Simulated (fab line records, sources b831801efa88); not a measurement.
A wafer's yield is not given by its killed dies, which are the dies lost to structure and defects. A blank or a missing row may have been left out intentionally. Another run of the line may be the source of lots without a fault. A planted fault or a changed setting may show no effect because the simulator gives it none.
Struck lot and sound lot, side by side + flow sky130 + 35 out of 708 route steps
Sound: wafers L491.3, L491.4, L491.5. Struck: wafer L482.4 (L482.2, L482.6, from the same lot, were not struck and are left out); the cause is given at the end.
Each step with rows lists, per side, the tool, then ch with its chambers, then its first start. Under that, the readings that differ: sound wafers + struck wafers + difference of the means + sigmas: that difference in standard deviations of wafers without a fault.
alike: readings whose means differ by less than 2 such deviations, and words and numbers that are the same on both sides. not compared: withheld readings, readings that some wafer has no value for, bounds like >300 that may hide the same value, and numbers for which the record gives no deviation and whose values overlap.
The two part at a step that has a row with sigmas, a row that says differs or no value, or rows on one side only. Numbers that don't overlap but have no deviation are shown without sigmas and don't part them. Lack of a reading on every wafer of one side parts them only where that side has two or more wafers.

SKY_VIA1_CD_MEAS_12: the cd target is 150 nm.
  sound on cd-sem-01, day 38 03:23; struck on cd-sem-01, day 34 22:23
  alike: cd-nm
SKY_VIA1_OVL_MEAS_13:
  sound on overlay-02, day 38 03:29; struck on overlay-02, day 34 22:29
  alike: VIA1_OVL
SKY_VIA1_ETCH_14: etches BARC in N2/H2, stops on SiO2, time 45.9 s, target depth 60 nm.
  sound on rie-diel-02 ch 0,2, day 38 03:31; struck on rie-diel-03 ch 2, day 34 22:31
  alike: drypump-motor-current-A, n2-flow-sccm, oes-product-au, throttle-valve-pct
  not compared: rf-hours-counter-h
then, 5 steps without rows for these wafers: SKY_VIA1_ETCH_15 (etches SiO2 in C4F8/O2/Ar, stops on TiN, target depth 351 nm, time 54 s); SKY_VIA1_STRIP_16 (strips in O2/N2); SKY_VIA1_STRIP_17 (strips in post etch residue remover, time 1200 s); SKY_VIA1_CLEAN_18 (cleans in IPA, time 180 s); SKY_VIA1_CLEAN_19 (cleans in O3/DIW).
SKY_VIA1_SPUTTER_20: material TiN, target thk 20 nm, time 80 s.
  sound on pvd-sputter-02, day 38 04:17; struck on pvd-sputter-03, day 34 23:39
  alike: throttle-valve-pct
then, 1 step without rows for these wafers: SKY_VIA1_CVD_21 (deposits W, target thk 270 nm, time 80.902 s).
SKY_VIA1_RS_MEAS_22: measures by four-point-probe.
  sound on film-metro-01, day 38 04:29; struck on film-metro-03, day 34 23:49
| reading            | sound             | struck | difference | sigmas |
|--------------------|-------------------|--------|------------|--------|
| VIA1_W_RS (ohm/sq) | 0.430 0.423 0.428 | 0.408  | -0.019     | -2     |
SKY_VIA1_THK_MEAS_23: measures by xrf.
  sound on film-metro-01, day 38 04:35; struck on film-metro-03, day 34 23:56
| reading         | sound       | struck | difference | sigmas |
|-----------------|-------------|--------|------------|--------|
| VIA1_W_THK (nm) | 262 266 262 | 278    | +15        | +3     |
SKY_VIA1_CMP_24: polishes, stops on SiO2, t overpolish 15 s, target thk 0 nm.
  sound on cmp-02 ch 0,3, day 38 04:37; struck on cmp-02 ch 1, day 34 23:59
| reading                                  | sound             | struck | difference | sigmas |
|------------------------------------------|-------------------|--------|------------|--------|
| time-to-endpoint-s (s)                   | 63.9 64.1 68.4    | 38.8   | -26.7      | -12    |
| model.SiO2_of_VIA1_HDPCVD_00.thk-nm (nm) | 342.2 341.3 342.2 | 337.7  | -4.2       |        |
  alike: motor-current-A, overpolish-run-s
then, 1 step without rows for these wafers: SKY_METAL2_SPUTTER_00 (material Ti, target thk 15 nm, time 10 s).
SKY_METAL2_SPUTTER_01: material TiN, target thk 20 nm, time 16.7 s.
  sound on pvd-sputter-02, day 38 04:57; struck on pvd-sputter-02, day 35 00:18
  alike: throttle-valve-pct
then, 2 steps without rows for these wafers: SKY_METAL2_SPUTTER_02 (material AlCu, target thk 250 nm, time 13.3 s); SKY_METAL2_SPUTTER_03 (material Ti, target thk 5 nm, time 3.3 s).
SKY_METAL2_SPUTTER_04: material TiN, target thk 70 nm, time 58.3 s.
  sound on pvd-sputter-02, day 38 05:01; struck on pvd-sputter-02, day 35 00:22
  alike: throttle-valve-pct
SKY_METAL2_RS_MEAS_05: measures by four-point-probe.
  sound on film-metro-02, day 38 05:06; struck on film-metro-02, day 35 00:26
  alike: METAL2_ALCU_RS
SKY_METAL2_THK_MEAS_06: measures by xrf.
  sound on film-metro-02, day 38 05:12; struck on film-metro-02, day 35 00:33
  alike: METAL2_ALCU_THK
then, 8 steps without rows for these wafers: SKY_METAL2_DEHYDRATE_07 (time 60 s); SKY_METAL2_HMDS_08 (prime time 60 s); SKY_METAL2_COAT_09 (resist thk 60 nm); SKY_METAL2_COAT_10 (resist thk 450 nm); SKY_METAL2_SOFTBAKE_11 (time 90 s); SKY_METAL2_EXPOSE_12 (exposes mask MM2, target cd 140 nm); SKY_METAL2_PEB_13; SKY_METAL2_DEVELOP_14 (develop time 60 s).
SKY_METAL2_CD_MEAS_15: the cd target is 140 nm.
  sound on cd-sem-01, day 39 06:25; struck on cd-sem-01, day 36 03:01
  alike: cd-nm
SKY_METAL2_OVL_MEAS_16:
  sound on overlay-01, day 39 06:31; struck on overlay-02, day 36 03:08
  alike: METAL2_OVL
then, 1 step without rows for these wafers: SKY_METAL2_DESCUM_17 (chemistry O2, time 8 s).
SKY_METAL2_ETCH_18: etches BARC in N2/H2, stops on SiO2, time 45.9 s, target depth 60 nm.
  sound on rie-metal-01 ch 0,1, day 39 06:35; struck on rie-metal-01 ch 1, day 36 03:11
  alike: drypump-motor-current-A, n2-flow-sccm, oes-product-au, throttle-valve-pct
  not compared: rf-hours-counter-h
SKY_METAL2_METAL_ETCH_19: etches the open film in Cl2/BCl3, stops on SiO2, target depth 360 nm, time 78 s.
  sound on rie-metal-01 ch 0,1, day 39 06:40; struck on rie-metal-01 ch 1, day 36 03:15
| reading                                  | sound             | struck | difference | sigmas |
|------------------------------------------|-------------------|--------|------------|--------|
| model.SiO2_of_VIA1_HDPCVD_00.thk-nm (nm) | 331.5 330.5 331.5 | 326.8  | -4.4       |        |
  alike: drypump-motor-current-A, oes-product-au, throttle-valve-pct
  not compared: rf-hours-counter-h
then, 2 steps without rows for these wafers: SKY_METAL2_STRIP_20 (strips in O2/N2); SKY_PAD_OPEN_PROBE_99.

WHERE THEY PART
Last at SKY_VIA1_CMP_24 as far as this record goes, first at SKY_VIA1_RS_MEAS_22. Later steps at which nothing parts them and some readings are alike: SKY_METAL2_SPUTTER_01, SKY_METAL2_SPUTTER_04, SKY_METAL2_RS_MEAS_05, SKY_METAL2_THK_MEAS_06, SKY_METAL2_CD_MEAS_15, SKY_METAL2_OVL_MEAS_16, SKY_METAL2_ETCH_18, SKY_METAL2_METAL_ETCH_19.

WHY: what had been put in by the simulator
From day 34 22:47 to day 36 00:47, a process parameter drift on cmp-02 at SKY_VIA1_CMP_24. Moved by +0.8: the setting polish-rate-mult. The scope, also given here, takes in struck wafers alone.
